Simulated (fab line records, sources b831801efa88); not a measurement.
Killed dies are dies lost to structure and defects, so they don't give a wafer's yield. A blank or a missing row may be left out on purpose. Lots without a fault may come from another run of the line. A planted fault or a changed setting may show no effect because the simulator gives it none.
A sampling plan put to the test | flow gf180mcu | one fab line, 21 faults that these records tell of, each judged on the records of the lots that it struck
The plan is the line's own looks: the steps of the route at which a gauge or an inspection reads the wafer and doesn't change it. A look can be judged if struck wafers have a number there and the file gives its usual mean and standard deviation on fault-free wafers. Caught: at a look after the fault's first step, the mean of the struck wafers lies 4 or more of those standard deviations (sigma) from the usual mean. On the tool: the same test on the tool's own readings at the fault's steps. Another recipe on the struck wafers, or a record that is blank for them alone, also counts as caught.

THE FAULTS, as the simulator had put them in
1. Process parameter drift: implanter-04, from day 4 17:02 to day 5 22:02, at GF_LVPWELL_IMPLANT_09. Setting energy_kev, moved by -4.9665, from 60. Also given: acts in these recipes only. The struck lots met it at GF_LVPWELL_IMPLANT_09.
2. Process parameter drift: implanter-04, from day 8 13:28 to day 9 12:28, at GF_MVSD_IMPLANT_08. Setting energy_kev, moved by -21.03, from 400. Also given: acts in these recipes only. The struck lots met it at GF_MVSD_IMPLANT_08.
3. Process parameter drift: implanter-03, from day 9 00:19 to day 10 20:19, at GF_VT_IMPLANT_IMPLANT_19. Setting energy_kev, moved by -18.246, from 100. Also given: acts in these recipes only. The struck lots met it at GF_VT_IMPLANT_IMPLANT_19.
4. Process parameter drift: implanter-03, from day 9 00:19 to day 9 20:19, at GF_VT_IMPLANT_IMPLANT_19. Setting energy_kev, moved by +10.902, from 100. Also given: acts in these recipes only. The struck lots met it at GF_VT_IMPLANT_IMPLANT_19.
5. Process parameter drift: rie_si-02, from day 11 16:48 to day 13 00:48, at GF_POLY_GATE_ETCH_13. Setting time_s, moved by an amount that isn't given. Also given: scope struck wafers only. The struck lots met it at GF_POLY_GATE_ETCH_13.
6. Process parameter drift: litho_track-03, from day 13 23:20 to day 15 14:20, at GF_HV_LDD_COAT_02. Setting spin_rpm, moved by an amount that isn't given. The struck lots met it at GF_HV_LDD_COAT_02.
7. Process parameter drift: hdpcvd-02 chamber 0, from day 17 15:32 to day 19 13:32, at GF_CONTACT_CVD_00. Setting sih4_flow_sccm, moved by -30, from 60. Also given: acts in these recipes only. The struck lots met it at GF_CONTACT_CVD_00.
8. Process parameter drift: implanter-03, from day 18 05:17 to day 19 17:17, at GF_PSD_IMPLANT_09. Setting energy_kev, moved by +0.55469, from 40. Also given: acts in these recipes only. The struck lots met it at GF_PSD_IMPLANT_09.
9. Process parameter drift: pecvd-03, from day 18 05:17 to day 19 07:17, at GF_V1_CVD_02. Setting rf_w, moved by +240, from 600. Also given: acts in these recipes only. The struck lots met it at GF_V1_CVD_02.
10. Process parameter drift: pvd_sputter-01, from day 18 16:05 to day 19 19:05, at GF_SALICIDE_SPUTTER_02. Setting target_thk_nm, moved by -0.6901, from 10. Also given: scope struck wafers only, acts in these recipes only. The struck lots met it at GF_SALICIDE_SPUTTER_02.
11. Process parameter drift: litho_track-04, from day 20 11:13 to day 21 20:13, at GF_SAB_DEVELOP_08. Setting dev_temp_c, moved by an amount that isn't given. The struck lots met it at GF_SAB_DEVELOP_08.
12. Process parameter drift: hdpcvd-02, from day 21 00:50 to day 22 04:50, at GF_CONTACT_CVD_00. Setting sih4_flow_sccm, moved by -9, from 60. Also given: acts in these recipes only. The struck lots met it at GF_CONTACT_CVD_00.
13. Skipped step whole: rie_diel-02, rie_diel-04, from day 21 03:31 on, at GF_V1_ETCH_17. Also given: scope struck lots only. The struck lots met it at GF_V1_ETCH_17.
14. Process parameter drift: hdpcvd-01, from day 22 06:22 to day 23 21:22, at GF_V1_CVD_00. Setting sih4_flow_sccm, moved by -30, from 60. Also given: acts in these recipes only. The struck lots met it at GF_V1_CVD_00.
15. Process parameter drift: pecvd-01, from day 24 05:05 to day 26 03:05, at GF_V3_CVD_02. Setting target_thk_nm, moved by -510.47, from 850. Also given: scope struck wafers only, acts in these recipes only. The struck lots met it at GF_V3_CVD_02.
16. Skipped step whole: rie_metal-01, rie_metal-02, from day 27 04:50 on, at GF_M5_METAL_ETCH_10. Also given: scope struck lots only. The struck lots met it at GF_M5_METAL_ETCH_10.
17. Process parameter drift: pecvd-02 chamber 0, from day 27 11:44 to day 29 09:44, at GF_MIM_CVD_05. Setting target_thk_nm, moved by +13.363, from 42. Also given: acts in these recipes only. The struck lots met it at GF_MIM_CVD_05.
18. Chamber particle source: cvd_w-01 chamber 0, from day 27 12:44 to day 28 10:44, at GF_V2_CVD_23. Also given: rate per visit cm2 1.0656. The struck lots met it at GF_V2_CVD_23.
19. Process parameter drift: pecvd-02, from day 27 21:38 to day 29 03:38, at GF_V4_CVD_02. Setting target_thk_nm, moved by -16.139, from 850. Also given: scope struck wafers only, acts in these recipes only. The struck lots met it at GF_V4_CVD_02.
20. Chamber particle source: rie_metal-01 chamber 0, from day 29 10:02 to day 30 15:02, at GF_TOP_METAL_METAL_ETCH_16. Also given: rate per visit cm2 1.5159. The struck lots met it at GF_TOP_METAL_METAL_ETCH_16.
21. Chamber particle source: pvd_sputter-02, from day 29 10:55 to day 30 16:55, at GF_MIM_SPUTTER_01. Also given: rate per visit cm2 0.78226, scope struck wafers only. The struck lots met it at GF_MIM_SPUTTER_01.

WHAT THE PLAN SAW
fault | on the tool itself                               | first look that catches it                      | reading, sigma                                       | median hours from its first step to that look | hours from the fault's start to the first struck lot there | judged looks passed uncaught
1     | beam_energy_keV -99 or beyond sigma              | no look after it can be judged                  | -                                                    | -                                             | -                                                          | 0
2     | beam_energy_keV -99 or beyond sigma              | not the one look that can be judged after it    | strongest: MVSD_RS at GF_VT_IMPLANT_RS_MEAS_46, +3.5 | -                                             | -                                                          | 1
3     | beam_energy_keV -99 or beyond sigma              | GF_VT_IMPLANT_TW_MEAS_21                        | VT_IMPLANT_2_TW -5.8                                 | 0.2                                           | 5                                                          | 0
4     | beam_energy_keV +99 or beyond sigma              | GF_VT_IMPLANT_TW_MEAS_21                        | VT_IMPLANT_2_TW +4.0                                 | 0.2                                           | 5                                                          | 0
5     | run_length_s -46 sigma                           | not the one look that can be judged after it    | -                                                    | -                                             | -                                                          | 1
6     | spin_speed_rpm +74 sigma                         | not the one look that can be judged after it    | -                                                    | -                                             | -                                                          | 1
7     | sih4_flow_sccm -99 or beyond sigma               | GF_CONTACT_THK_MEAS_01                          | CONTACT_CVD_00_THK -48                               | 0.1                                           | 5                                                          | 0
8     | beam_energy_keV +42 sigma                        | none of the 2 looks that can be judged after it | strongest: PSD_RS at GF_PSD_RS_MEAS_15, -2.6         | -                                             | -                                                          | 2
9     | rf_fwd_power_W +99 or beyond sigma               | GF_V1_THK_MEAS_03                               | V1_CVD_02_THK +9.0                                   | 0.1                                           | 10                                                         | 0
10    | under 2 sigma                                    | GF_SALICIDE_RS_MEAS_04                          | SALICIDE_TIN_RS +4.3                                 | 0.1                                           | 9                                                          | 0
11    | developer_temp_C -22 sigma                       | GF_SAB_CD_MEAS_09                               | cd_nm -4.3                                           | 0.2                                           | 10                                                         | 0
12    | sih4_flow_sccm -52 sigma                         | GF_CONTACT_THK_MEAS_01                          | CONTACT_CVD_00_THK -15                               | 0.1                                           | 3                                                          | 0
13    | the tool's record is blank for the struck wafers | no look after it can be judged                  | -                                                    | -                                             | -                                                          | 0
14    | sih4_flow_sccm -99 or beyond sigma               | GF_V1_THK_MEAS_01                               | V1_CVD_00_THK -52                                    | 0.1                                           | 9                                                          | 0
15    | under 2 sigma                                    | GF_V3_THK_MEAS_03                               | V3_CVD_02_THK -43                                    | 0.1                                           | 4                                                          | 0
16    | the tool's record is blank for the struck wafers | no look after it can be judged                  | -                                                    | -                                             | -                                                          | 0
17    | under 2 sigma                                    | GF_MIM_THK_MEAS_06                              | MIM_CVD_05_THK +25                                   | 0.0                                           | 2                                                          | 0
18    | under 2 sigma                                    | none of the 2 looks that can be judged after it | -                                                    | -                                             | -                                                          | 2
19    | under 2 sigma                                    | not the one look that can be judged after it    | -                                                    | -                                             | -                                                          | 1
20    | under 2 sigma                                    | not the one look that can be judged after it    | -                                                    | -                                             | -                                                          | 1
21    | under 2 sigma                                    | not the one look that can be judged after it    | -                                                    | -                                             | -                                                          | 1
A dash: the fault isn't caught, or these records don't give the number.

Caught at a look: 10 of 21. Caught on the tool: 14 of 21. By one or the other: 17 of 21.
Caught on the tool alone: faults 1, 2, 5, 6, 8, 13, 16.
Caught at a look alone: faults 10, 15, 17.
Caught by neither: faults 18, 19, 20, 21.

THINNER SAMPLING
If the look that catches a fault measured only every second or every third lot, by lot number, the first struck lot would be measured this late in the worst case:
fault | struck lots at that look, in order of time | every lot | every second lot | every third lot
3     | L452, L453, L454                           | 5 h       | 9 h              | 16 h
4     | L293, L294                                 | 5 h       | 9 h              | may miss all 2
7     | L551, L553, L554                           | 5 h       | 22 h             | may miss all 3
9     | L400, L401                                 | 10 h      | 15 h             | may miss all 2
10    | L671                                       | 9 h       | may miss it      | may miss it
11    | L283, L284                                 | 10 h      | 15 h             | may miss all 2
12    | L453, L454                                 | 3 h       | 10 h             | may miss all 2
14    | L749, L752                                 | 9 h       | 29 h             | may miss all 2
15    | L186, L187                                 | 4 h       | 9 h              | may miss all 2
17    | L334, L338                                 | 2 h       | may miss all 2   | may miss all 2
Hours are from the fault's start to the first struck lot that is measured. The limit of 4 sigma was tested on all struck wafers together, so one lot alone may lie under it. Other struck lots may not be in these records.

THE LONGEST TIMED WAY FROM STEP TO LOOK
Fault 3: a median of 0.2 hours passes between GF_VT_IMPLANT_IMPLANT_19 and GF_VT_IMPLANT_TW_MEAS_21. No look between them can be judged.
